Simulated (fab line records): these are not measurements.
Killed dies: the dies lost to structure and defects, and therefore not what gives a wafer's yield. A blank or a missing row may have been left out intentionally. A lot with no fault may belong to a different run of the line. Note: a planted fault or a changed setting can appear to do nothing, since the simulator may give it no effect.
Which of the tools did it?    flow gf180mcu    Sampling: 6 lots, 18 wafers, 4 of 602 route steps

WHAT THE GAUGES READ, wafer by wafer
GF_TOP_METAL_CD_MEAS_14: target cd 440 nm.
lot   measured      on         cd nm (nm)
L550  day 28 11:22  cd sem-01  440.9 441.6 438.8
L552  day 29 00:49  cd sem-01  441.9 443.0 441.2
L554  day 29 23:34  cd sem-01  439.4 441.5 438.7
L556  day 30 14:31  cd sem-01  442.7 444.2 443.8
L568  day 33 13:19  cd sem-01  439.3 438.3 439.0
L571  day 34 00:31  cd sem-02  441.8 442.0 442.2

WHAT TOOL EACH LOT RAN ON (gives the tool, then ch and the chambers of the sampled wafers, and finally the start)
lot   GF_VT_IMPLANT_EXPOSE_15              GF_V5_SPUTTER_21              GF_TOP_METAL_SPUTTER_04
L550  iline stepper-02 ch 0, day 6 05:55   pvd sputter-04, day 27 14:44  pvd sputter-02, day 27 15:38
L552  iline stepper-02 ch 0, day 6 15:17   pvd sputter-04, day 28 04:45  pvd sputter-03, day 28 05:38
L554  iline stepper-02 ch 0, day 7 08:52   pvd sputter-01, day 29 04:00  pvd sputter-02, day 29 04:53
L556  iline stepper-02 ch 0, day 8 00:55   pvd sputter-04, day 29 19:40  pvd sputter-02, day 29 20:40
L568  iline stepper-01 ch 0, day 11 00:16  pvd sputter-01, day 32 20:55  pvd sputter-03, day 32 21:49
L571  iline stepper-01 ch 0, day 11 17:15  pvd sputter-04, day 33 08:44  pvd sputter-04, day 33 09:37
- GF_VT_IMPLANT_EXPOSE_15: exposes mask Nwell LV AREA, target cd 860 nm.
- GF_V5_SPUTTER_21: material Ti, target thk 15 nm, time 80.02 s.
- GF_TOP_METAL_SPUTTER_04: material TiN, target thk 25 nm, time 20.8 s.

THE ANSWER, worked out from the rows above alone
Rule: usual is defined by the lots themselves. The widest of any qualifying gaps counts: lots, ordered by their means at a reading, are off when they make up no more than a third of the lots, leave a main group of 4 or more, and stand apart from it by 3 or more times the standard deviation of that group's means. If all means in a main group match to the digits the tables above print for the reading, that group is not used. Also off: a lot with no number at a reading for which 4 or more lots have one. Any other lot the step has rows for is counted as sound.
No lot is off at any reading shown: from this, nothing can be told.

WHAT WAS PUT IN BY THE SIMULATOR
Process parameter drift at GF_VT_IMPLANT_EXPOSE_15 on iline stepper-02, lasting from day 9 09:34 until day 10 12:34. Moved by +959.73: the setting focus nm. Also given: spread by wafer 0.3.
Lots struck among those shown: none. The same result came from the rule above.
